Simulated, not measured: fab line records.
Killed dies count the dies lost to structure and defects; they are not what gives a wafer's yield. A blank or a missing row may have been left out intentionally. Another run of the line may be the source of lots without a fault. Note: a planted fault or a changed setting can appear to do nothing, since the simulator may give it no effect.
fab line records ; flow sfqLine
record lots=14; wafers=42; lastDay=81
route steps=325 shown I1@74
lots with no fault: from the same line, run without faults
startH: hours from the record's opening day to when the first of the lot's shown wafers began ; waitH: hours from the lot's prior step to this one ; " same as the row above ; L1.1+2: a row that stands for several wafers ; - no value present, or no start provided ; * or withheld: withheld ; < > ~ a bound
route shown NAME@n: NAME is a module with steps in the file, n the number in the route of the first one ; usual: average and standard deviation across the fault-free wafers ; same: alike in all rows ; chamber/n: place in a boat ; sites: the reading at each site ; _std_site: how widely they spread, as a standard deviation ; _edge_site: mean of outer sites minus mean of inner sites ; radiusMm: for every site, how far away it sits from the centre of the wafer ; mask NAME#n: copy n ; behind: the most recent tool/chamber to have shaped the wafer ; hold: the reason the lot was held/the length of the hold in hours/how it ended ; device: transistor that didn't switch, given as n, p or np ; end of line: the route-end tests of the same wafers ; a step without rows: its recipe alone ; killed: at the first sort, the dies lost to defects and structure; wafer yield is something else ; map: a wafer's dies, marking killed ones x, the rest . and places with no die _
set.NAME: the run value of the setting; set.NAME@STEP: its run value at that earlier step ; model.NAME: the simulator's own value behind a step, which no gauge read
a sample of lots followed through the steps of the route, with each step as a table and each wafer as a row
services: when a tool's chamber went out of use (startH, in hours from the record's first day, below 0 if earlier), for how many hours, and the reason
## steps
# step SFQ_TRILAYER_I1_CMP_CMP_046
# recipe material=SiO2; downForcePsi=3; platenRpm=60; padVelocityMS=0.94248
# usual edgeZonePressureFrac=1.000/0.0047; headPressurePsi=2.999/0.0068; motorCurrentA=10.2/0.89; retainingRingPressureFrac=1.000/0.0054; timeToEndpointS=215/6.8
lot.wafer;tool;chamber;startH;waitH;edgeZonePressureFrac;headPressurePsi;motorCurrentA;retainingRingPressureFrac;timeToEndpointS
L232.1;cmp-01;3;393.29;1.0;0.997;3.002;11.1;0.993;219
L232.5;cmp-01;1;394.29;2.0;1.000;3.003;10.9;1.004;214
L232.6;cmp-01;2;394.29;2.0;0.998;2.997;9.8;1.004;211
L233.3;cmp-02;1;402.19;0.0;-;-;-;-;-
L233.2;cmp-02;0;403.69;1.5;-;-;-;-;-
L233.5;cmp-02;1;403.69;1.5;-;-;-;-;-
L234.4;cmp-02;3;412.04;1.5;-;-;-;-;-
L234.5;cmp-02;0;412.04;1.5;-;-;-;-;-
L234.6;cmp-02;1;412.04;1.5;-;-;-;-;-
L236.3;cmp-02;2;417.54;2.9;1.002;2.994;10.1;0.995;219
L236.1;cmp-02;3;417.54;2.9;1.009;2.995;10.6;0.994;208
L236.6;cmp-02;1;419.04;4.3;1.000;3.001;9.2;1.006;222
L239.1;cmp-01;1;423.07;0.0;1.006;3.002;11.6;1.000;205
L239.4;cmp-01;2;423.07;0.0;0.998;2.998;10.1;1.002;209
L239.3;cmp-01;3;423.07;0.0;0.992;3.011;10.6;0.996;212
L240.4;cmp-02;3;426.55;0.5;0.999;2.996;10.1;0.998;215
L240.1;cmp-02;1;427.55;1.5;1.001;3.006;8.1;1.009;213
L240.5;cmp-02;2;427.55;1.5;0.995;2.995;9.6;0.994;228
L241.2;cmp-02;1;431.77;0.5;1.011;2.998;8.6;0.987;210
L241.3;cmp-02;3;432.77;1.5;1.002;2.997;10.3;1.001;211
L241.6;cmp-02;0;432.77;1.5;0.997;3.004;10.3;1.003;220
L243.1;cmp-01;1;435.14;1.5;1.000;3.009;10.6;1.001;217
L243.2;cmp-01;0;436.64;3.0;1.003;2.993;12.0;1.007;221
L243.6;cmp-01;2;437.64;4.0;0.999;3.002;9.8;0.997;217
L244.4;cmp-02;3;437.27;2.4;1.005;2.991;10.4;0.999;217
L244.3;cmp-02;0;437.27;2.4;1.007;3.002;10.9;1.008;210
L244.6;cmp-02;0;439.77;4.9;0.995;2.999;11.0;0.998;219
L245.2;cmp-01;0;440.11;0.0;0.992;3.003;11.9;0.996;224
L245.6;cmp-01;0;442.11;2.0;0.993;2.992;11.1;0.995;217
L245.5;cmp-01;1;442.11;2.0;0.994;3.002;11.4;1.002;213
L247.3;cmp-01;2;443.61;0.7;1.003;3.003;9.9;0.996;217
L247.1;cmp-01;3;443.61;0.7;1.011;2.997;11.0;0.995;219
L247.5;cmp-01;1;445.11;2.2;1.006;3.003;10.8;1.004;226
L249.4;cmp-02;3;449.01;2.5;1.007;3.012;10.0;1.002;211
L249.2;cmp-02;1;450.01;3.5;0.998;3.007;8.7;0.994;205
L249.5;cmp-02;2;450.01;3.5;0.995;3.000;9.6;0.996;213
L251.4;cmp-01;1;462.65;6.0;0.999;2.997;11.1;0.994;212
L251.1;cmp-01;3;463.65;7.0;1.003;2.996;11.4;0.997;213
L251.5;cmp-01;2;465.15;8.5;1.004;3.001;10.2;0.999;208
L252.4;cmp-02;3;471.36;3.3;1.004;2.989;10.5;0.996;211
L252.2;cmp-02;0;471.36;3.3;0.997;3.002;10.6;1.001;207
L252.5;cmp-02;1;471.36;3.3;0.999;3.005;8.9;1.001;224
# step SFQ_TRILAYER_I1_METRO_MEASURE_047
# usual thkNm=199.9/0.91
lot.wafer;tool;chamber;startH;waitH;thkNm
L232.1;filmMetro-02;-;395.41;0.1;202.0
L232.5;filmMetro-02;-;395.41;0.1;200.0
L232.6;filmMetro-02;-;395.41;0.1;200.9
L233.2;filmMetro-02;-;405.51;0.3;502.8
L233.3;filmMetro-02;-;405.51;0.3;501.1
L233.5;filmMetro-02;-;405.51;0.3;510.1
L234.4;filmMetro-04;-;414.26;0.6;503.9
L234.5;filmMetro-04;-;414.26;0.6;506.9
L234.6;filmMetro-04;-;414.26;0.6;499.9
L236.1;filmMetro-02;-;419.66;0.1;198.8
L236.3;filmMetro-02;-;419.66;0.1;200.6
L236.6;filmMetro-02;-;419.66;0.1;202.0
L239.1;filmMetro-02;-;426.19;0.1;199.3
L239.3;filmMetro-02;-;426.19;0.1;201.3
L239.4;filmMetro-02;-;426.19;0.1;198.9
L240.1;filmMetro-04;-;429.17;0.1;200.9
L240.4;filmMetro-04;-;429.17;0.1;198.4
L240.5;filmMetro-04;-;429.17;0.1;200.1
L241.2;filmMetro-01;-;434.59;0.3;200.2
L241.3;filmMetro-01;-;434.59;0.3;199.3
L241.6;filmMetro-01;-;434.59;0.3;199.2
L243.1;filmMetro-01;-;438.26;0.1;200.3
L243.2;filmMetro-01;-;438.26;0.1;199.2
L243.6;filmMetro-01;-;438.26;0.1;198.7
L244.3;filmMetro-04;-;440.79;0.5;200.6
L244.4;filmMetro-04;-;440.79;0.5;200.8
L244.6;filmMetro-04;-;440.79;0.5;200.2
L245.2;filmMetro-02;-;443.43;0.3;200.4
L245.5;filmMetro-02;-;443.43;0.3;200.9
L245.6;filmMetro-02;-;443.43;0.3;199.0
L247.1;filmMetro-02;-;446.23;0.1;199.2
L247.3;filmMetro-02;-;446.23;0.1;198.8
L247.5;filmMetro-02;-;446.23;0.1;199.4
L249.2;filmMetro-02;-;451.83;0.3;201.0
L249.4;filmMetro-02;-;451.83;0.3;200.3
L249.5;filmMetro-02;-;451.83;0.3;200.3
L251.1;filmMetro-01;-;465.77;0.1;200.6
L251.4;filmMetro-01;-;465.77;0.1;200.5
L251.5;filmMetro-01;-;465.77;0.1;200.7
L252.2;filmMetro-01;-;473.68;0.3;200.0
L252.4;filmMetro-01;-;473.68;0.3;200.9
L252.5;filmMetro-01;-;473.68;0.3;200.4
# step SFQ_TRILAYER_I1_VIA_ETCH_VIA_ETCH_052
# recipe target=SiO2; stopOn=Nb; maskMaterial=PR; taperDeg=20; chemistry=CHF3; targetDepthNm=260; sourceW=500; biasW=80; pressureMtorr=30; timeS=withheld
# usual drypumpMotorCurrentA=5.7/0.58; oesProductAu=0.854/0.0053
lot.wafer;tool;chamber;startH;waitH;drypumpMotorCurrentA;oesProductAu
L232.1;rieDiel-01;1;552.47;0.0;4.8;0.848
L232.5;rieDiel-01;0;552.47;0.0;6.6;0.847
L232.6;rieDiel-01;3;552.47;0.0;4.8;0.857
L233.2;rieDiel-03;2;563.20;0.0;6.3;1.615
L233.3;rieDiel-03;1;563.20;0.0;5.5;1.637
L233.5;rieDiel-03;2;563.20;0.0;6.3;1.618
L234.4;rieDiel-01;2;571.72;0.0;5.1;1.659
L234.5;rieDiel-01;3;571.72;0.0;4.9;1.622
L234.6;rieDiel-01;2;571.72;0.0;5.1;1.646
L236.1;rieDiel-03;3;581.32;0.0;5.0;0.837
L236.3;rieDiel-03;1;581.32;0.0;5.6;0.852
L236.6;rieDiel-03;2;581.32;0.0;6.4;0.860
L239.1;rieDiel-01;2;588.99;0.0;5.1;0.855
L239.3;rieDiel-01;1;588.99;0.0;4.9;0.852
L239.4;rieDiel-01;0;588.99;0.0;6.5;0.849
L240.1;rieDiel-04;1;592.59;0.0;5.4;0.850
L240.4;rieDiel-04;0;592.59;0.0;6.2;0.844
L240.5;rieDiel-04;0;592.59;0.0;6.1;0.853
L241.2;rieDiel-01;0;597.39;0.0;6.6;0.860
L241.3;rieDiel-01;3;597.39;0.0;4.9;0.858
L241.6;rieDiel-01;3;597.39;0.0;4.9;0.850
L243.1;rieDiel-03;1;600.99;0.0;5.6;0.862
L243.2;rieDiel-03;2;600.99;0.0;6.3;0.853
L243.6;rieDiel-03;1;600.99;0.0;5.6;0.863
L244.3;rieDiel-04;2;603.39;0.0;6.1;0.857
L244.4;rieDiel-04;0;603.39;0.0;6.1;0.849
L244.6;rieDiel-04;0;603.39;0.0;6.2;0.865
L245.2;rieDiel-03;2;604.59;0.0;6.3;0.858
L245.5;rieDiel-03;2;604.59;0.0;6.3;0.857
L245.6;rieDiel-03;3;604.59;0.0;5.0;0.854
L247.1;rieDiel-03;3;606.99;0.0;5.0;0.851
L247.3;rieDiel-03;2;606.99;0.0;6.4;0.848
L247.5;rieDiel-03;2;606.99;0.0;6.4;0.853
L249.2;rieDiel-03;1;609.39;0.0;5.6;0.856
L249.4;rieDiel-03;2;609.39;0.0;6.4;0.851
L249.5;rieDiel-03;2;609.39;0.0;6.4;0.849
L251.1;rieDiel-03;3;611.79;0.0;5.0;0.858
L251.4;rieDiel-03;2;611.79;0.0;6.3;0.858
L251.5;rieDiel-03;1;611.79;0.0;5.6;0.852
L252.2;rieDiel-04;1;612.99;0.0;5.4;0.850
L252.4;rieDiel-04;2;612.99;0.0;6.1;0.851
L252.5;rieDiel-04;3;612.99;0.0;5.6;0.858
## services
tool;chamber;startH;hours;kind
rieDiel-03;2;370.45;13.5;repair
rieDiel-03;3;380.38;6.4;repair
filmMetro-02;-;381.69;2.1;pm
rieDiel-03;2;407.57;1.8;repair
rieDiel-03;1;410.37;4.4;repair
cmp-01;-;410.63;4.0;pm
cmp-01;-;415.03;1.9;repair
rieDiel-03;2;428.32;7.0;repair
rieDiel-03;0;432.10;11.9;repair
cmp-02;-;451.74;15.6;pm
rieDiel-03;2;459.29;12.1;repair
filmMetro-02;-;463.40;6.3;repair
cmp-01;-;468.65;4.3;pm
rieDiel-03;2;471.87;13.2;repair
filmMetro-02;-;474.05;0.6;pm
cmp-02;-;488.98;0.5;repair
filmMetro-02;-;508.76;0.9;pm
cmp-02;-;516.66;6.3;pm
cmp-02;-;521.74;0.6;repair
filmMetro-02;-;541.72;0.4;pm
cmp-02;-;568.76;1.3;repair
cmp-02;-;573.41;4.0;pm
cmp-02;-;588.11;6.7;pm
cmp-02;-;596.20;2.4;repair
## key
firstSign step=SFQ_TRILAYER_I1_CMP_CMP_046; reading=toolRecord; direction=missing
effect step=SFQ_TRILAYER_I1_METRO_MEASURE_047; reading=thkNm; direction=up; sigmas=99+; usual=199.9; struck=504.1
effect step=SFQ_TRILAYER_I1_VIA_ETCH_VIA_ETCH_052; reading=oesProductAu; direction=up; sigmas=99+; usual=0.854; struck=1.633
metAt SFQ_TRILAYER_I1_CMP_CMP_046
struckLots L233,L234
fault kind=skippedStepWhole; tool=cmp-02; chamber=-; onsetH=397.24; steps=SFQ_TRILAYER_I1_CMP_CMP_046; scope=struckLotsOnly
